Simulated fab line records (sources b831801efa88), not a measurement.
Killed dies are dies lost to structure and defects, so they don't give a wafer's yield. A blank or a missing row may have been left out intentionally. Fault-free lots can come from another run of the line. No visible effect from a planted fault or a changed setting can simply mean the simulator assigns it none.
One fault through the eyes of 2 desks :: flow sky130 :: only its own numbers are on each desk; what lay behind them is given at the end

== THE METROLOGY DESK ==
Means of the sampled wafers that have a number, per lot and without regard to the tool the lot ran on: this is what the gauges read. If a lot's mean is further than 4 standard deviations from the usual mean, the lot is out of limits and carries the mark OUT (the distance appears in the brackets).
Columns: A = METAL2_ALCU_THK at SKY_METAL2_THK_MEAS_06, usual 251 nm; B = cd nm at SKY_METAL2_CD_MEAS_15, usual 140.1 nm; C = METAL2_OVL at SKY_METAL2_OVL_MEAS_16, usual -1 nm
lot: L675
first seen here: day 36 15:55
A: 249
B: 139.5
C: -1

lot: L676
first seen here: day 36 16:44
A: 247
B: 138.7
C: -1

lot: L684
first seen here: day 39 04:02
A: 247
B: 141.1
C: -2

lot: L683
first seen here: day 39 05:28
A: 252
B: 140.7
C: -0

lot: L686
first seen here: day 39 05:31
A: 256
B: 140.4
C: 6

lot: L693
first seen here: day 41 04:17
A: 248
B: 140.1
C: -5
This desk's finding: nothing out of limits on any of the 6 lots.

== AT THE TOOL OWNER'S DESK: rie metal-02 ==
The tool's own readings at SKY_METAL2_ETCH_18 (etches BARC in N2/H2, stops on SiO2, time 45.9 s, target depth 60 nm): means of the sampled wafers that have a number, for each lot that ran on this tool. If a lot's mean is further than 4 standard deviations from the usual mean, the lot is out of limits and carries the mark OUT (the distance appears in the brackets).
Columns: A = drypump motor current A at SKY_METAL2_ETCH_18, usual 5.4 A; B = h2 flow sccm at SKY_METAL2_ETCH_18, usual 200.1 sccm; C = oes product au at SKY_METAL2_ETCH_18, usual 0.855 a.u.; D = throttle valve pct at SKY_METAL2_ETCH_18, usual 13.225 %
lot: L675
first seen here: day 37 16:47
A: 5.2
B: 199.7
C: 0.857
D: 13.213

lot: L684
first seen here: day 40 04:29
A: 5.2
B: 200.6
C: 0.849
D: 13.225

lot: L686
first seen here: day 40 06:43
A: 5.2
B: 200.4
C: 0.855
D: 13.224
This desk's finding: nothing out of limits on any of the 3 lots.

== ALL TOGETHER ==
Metrology desk: nothing out of limits seen.
The desk of the tool owner found nothing out of limits.

== WHAT WAS PUT IN BY THE SIMULATOR ==
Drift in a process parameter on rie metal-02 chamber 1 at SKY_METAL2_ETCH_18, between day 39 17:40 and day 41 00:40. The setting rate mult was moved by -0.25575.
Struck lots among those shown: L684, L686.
